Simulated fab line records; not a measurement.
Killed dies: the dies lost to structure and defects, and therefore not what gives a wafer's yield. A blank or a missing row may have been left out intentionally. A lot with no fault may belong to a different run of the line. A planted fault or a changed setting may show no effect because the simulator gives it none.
Struck lot and sound lot, side by side    flow sky130    17 steps out of a route of 708
Sound: wafers L553.2, L553.5, L553.6. Struck: wafers L559.2, L559.4, L559.6. The cause is named last.
For every step that has rows: the tool of each side, followed by ch and its chambers, followed by its first start. Under that, the readings that differ: sound wafers    struck wafers    difference of the means    sigmas: that difference in standard deviations of wafers without a fault.
alike: readings with means less than 2 such deviations apart, plus words and numbers identical on both sides. not compared: withheld readings, readings lacking a value on some wafer, bounds such as >300 that could conceal the same value, and numbers that have no deviation in the record and whose values overlap.
Wherever a step has rows on one side only, a row that says differs or no value, or a row with sigmas, the two part there. Numbers that don't overlap but have no deviation are shown without sigmas and don't part them. Lack of a reading on every wafer of one side parts them only where that side has two or more wafers.

first, 1 step without rows for these wafers: SKY_VT_ADJUST_NCORE_IMPLANT_09.
SKY_VT_ADJUST_NCORE_STRIP_10: strips in O2/N2.
  sound on plasma-asher-01 ch 0,1, day 9 05:37; struck on plasma-asher-01 ch 0,1, day 11 17:10
  alike: chamber-pressure-mTorr, drypump-motor-current-A, n2-flow-sccm, oes-product-au, strip-time-to-endpoint-s
  not compared: rf-hours-counter-h
SKY_VT_ADJUST_NCORE_TW_MEAS_11:
  struck on film-metro-04, day 11 17:16; sound on film-metro-04, day 9 05:44
  alike: VT_ADJUST_NCORE_TW
then, 7 steps without rows for these wafers: SKY_VT_ADJUST_HVTR_DEHYDRATE_00 (time 60 s); SKY_VT_ADJUST_HVTR_HMDS_01 (prime time 60 s); SKY_VT_ADJUST_HVTR_COAT_02 (resist thk 1140 nm); SKY_VT_ADJUST_HVTR_SOFTBAKE_03 (time 60 s); SKY_VT_ADJUST_HVTR_EXPOSE_04 (exposes mask HVTRM, target cd 380 nm); SKY_VT_ADJUST_HVTR_PEB_05; SKY_VT_ADJUST_HVTR_DEVELOP_06 (develop time 60 s).
SKY_VT_ADJUST_HVTR_CD_MEAS_07: the cd target is 380 nm.
  struck on cd-sem-02, day 12 17:01; sound on cd-sem-01, day 10 02:53
  alike: cd-nm
SKY_VT_ADJUST_HVTR_OVL_MEAS_08:
  struck on overlay-01, day 12 17:08; sound on overlay-02, day 10 02:59
  alike: VT_ADJUST_HVTR_OVL
SKY_VT_ADJUST_HVTR_IMPLANT_09:
  sound on implanter-01 ch 0, day 10 03:02; struck on implanter-03 ch 0, day 12 17:11
reading                           sound                       struck                            difference   sigmas
beam-on-s (s)                     9.67 10.19 9.90             12.27 12.31 12.47                 +2.43        +13
end-station-pressure-torr (Torr)  5.45e-06 4.78e-06 5.15e-06  0.00010758 0.00010471 0.00010634  +0.00010108  +99 or more
faraday-current-uA                12.18 11.65 11.91           9.76 9.74 9.61                    -2.21        -10
SKY_VT_ADJUST_HVTR_STRIP_10: strips in O2/N2.
  sound on plasma-asher-01 ch 0,1, day 10 03:10; struck on plasma-asher-03 ch 0,1, day 12 17:19
  alike: chamber-pressure-mTorr, drypump-motor-current-A, n2-flow-sccm, oes-product-au, strip-time-to-endpoint-s
  not compared: rf-hours-counter-h
SKY_VT_ADJUST_HVTR_TW_MEAS_11:
  struck on film-metro-04, day 12 17:25; sound on film-metro-01, day 10 03:17
reading            sound              struck             difference  sigmas
VT_ADJUST_HVTR_TW  210.1 210.8 209.6  223.1 221.7 221.0  +11.8       +8
then, 1 step without rows for these wafers: SKY_VT_ADJUST_PCH_DEHYDRATE_00 (time 60 s).
-- here the record skips 36 days between the struck wafers' starts before and after, leaving off in module VT_ADJUST_PCH and picking up in module PAD_OPEN (first step shown: number 708 of the route) --
SKY_PAD_OPEN_PROBE_99:
  struck on prober-02, day 48 17:19; sound on prober-02, day 46 07:25
reading                                   sound                    struck                   difference  sigmas
model.etest.pfet_01v8_mvt.drive-ua-um     147.2 149.4 146.5        159.3 159.3 159.4        +11.6       
model.etest.pfet_01v8_mvt.off-log10-a-um  -11.07 -11.05 -11.12     -10 -9.98 -10.1          +1          
model.etest.pfet_01v8_mvt.vt-sat-v (V)    -0.5863 -0.5851 -0.5922  -0.5146 -0.5111 -0.506   +0.0773     
model.etest.pfet_01v8_mvt.vt-v (V)        -0.6666 -0.6679 -0.6729  -0.6152 -0.6141 -0.6065  +0.0572     
model.etest.pfet_01v8_mvt.vt-long-v (V)   -0.8704 -0.8732 -0.8761  -0.8332 -0.8349 -0.8267  +0.0416     
  alike: killed_at_M0_to_M3, killed_at_M4_up, killed-at-contacts, killed-at-front-end, killed-at-other, killed-dies, killed-open, killed-short

WHERE THEY PART
Earliest at SKY_VT_ADJUST_HVTR_IMPLANT_09; latest, in this record, at SKY_VT_ADJUST_HVTR_TW_MEAS_11. Later steps at which nothing parts them and some readings are alike: SKY_PAD_OPEN_PROBE_99.

WHY: whatever the simulator had introduced
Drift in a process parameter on implanter-03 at SKY_VT_ADJUST_HVTR_IMPLANT_09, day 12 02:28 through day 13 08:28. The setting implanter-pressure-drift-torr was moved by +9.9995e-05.
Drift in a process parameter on implanter-03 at SKY_VT_ADJUST_HVTR_IMPLANT_09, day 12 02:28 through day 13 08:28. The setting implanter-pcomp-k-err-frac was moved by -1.
